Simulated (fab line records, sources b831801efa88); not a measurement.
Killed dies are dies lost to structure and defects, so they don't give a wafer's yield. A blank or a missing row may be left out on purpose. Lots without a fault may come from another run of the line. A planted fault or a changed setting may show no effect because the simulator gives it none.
Problem report in the 8D (eight disciplines) form, filled by code | flow gf180mcu | the parts of the form that need people (team, actions taken, sign-off) are left out

1. THE PROBLEM
chamber_pressure_pa at GF_V4_SPUTTER_22 reads a mean of 4.538 Pa on 1 wafer of 1 lot; wafers without a fault read 4.999 Pa with a standard deviation of 0.0099. That is -47 standard deviations from the usual mean.
The step: material TiN, target thk 10 nm, time 40 s.
First seen on wafer L702.4, day 27 16:03, on pvd_sputter-02. The record holds 39 wafers of 13 lots with a number at this step. Rule for "out", or "out of limits": more than 4 standard deviations from the usual mean. The other wafers with a number count as sound.

2. WHAT IT IS AND WHAT IT IS NOT
question                    | is                  | is not
which readings at this step | chamber_pressure_pa | throttle_valve_pct
which lots                  | L702                | L693, L694, L695, L699, L706, L707, L708, L709, L710, L711, L712, L715
which wafers of those lots  | L702.4              | L702.1, L702.6
read on which tools         | pvd_sputter-02      | pvd_sputter-03, pvd_sputter-04
when                        | from day 27 16:03   | up to then (14 sound wafers); but 24 sound wafers of L706, L707, L708, L709, L710, L711, L712, L715 came after

3. SUSPECTS, AND WHAT RULES EACH OUT
Counting: a tool at a process step up to the reading stays a suspect if it ran every lot that is out. Sound lots after the first of them don't rule it out here, since some wafers of a struck lot are sound.
- pvd_sputter-02 at GF_V4_SPUTTER_22 (material TiN, target thk 10 nm, time 40 s): kept. It ran the lot that is out, L702 (day 27 16:03); its last sound lot up to then is L699 (day 26 12:26). Its own readings are out on those wafers: chamber_pressure_pa.
Left after counting: pvd_sputter-02 at GF_V4_SPUTTER_22.

4. THE CAUSE (what the simulator had put in)
Process parameter drift: pvd_sputter-02, from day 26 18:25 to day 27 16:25, at GF_V4_SPUTTER_22. Setting chamber_pressure_pa, moved by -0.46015, from 5. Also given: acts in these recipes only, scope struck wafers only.
Counting left only this tool.

5. THE CHAIN OF EFFECTS, in route order
Each row: a reading whose mean over the struck wafers that have a number lies more than 3 standard deviations from the usual. Only readings for which the record gives a usual standard deviation are gone through. hours: the time from each lot's start at the first step in this table that gives one to its start at this step, as a median over the lots. sigmas: the change in usual standard deviations.
hours | step             | reading             | usual    | on struck wafers | change | sigmas
0     | GF_V4_SPUTTER_22 | chamber_pressure_pa | 4.999 Pa | 4.538            | -0.461 | -47
The process steps in it:
- GF_V4_SPUTTER_22: material TiN, target thk 10 nm, time 40 s.
Later measuring or inspecting steps at which every struck wafer that the step has a row for has a number for every such reading, and none has moved that far: GF_MIM_THK_MEAS_06.

6. WHAT WOULD HAVE CAUGHT IT SOONER
In this record the first reading out of limits was taken at day 27 16:03, 22 hours after the fault began at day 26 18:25.
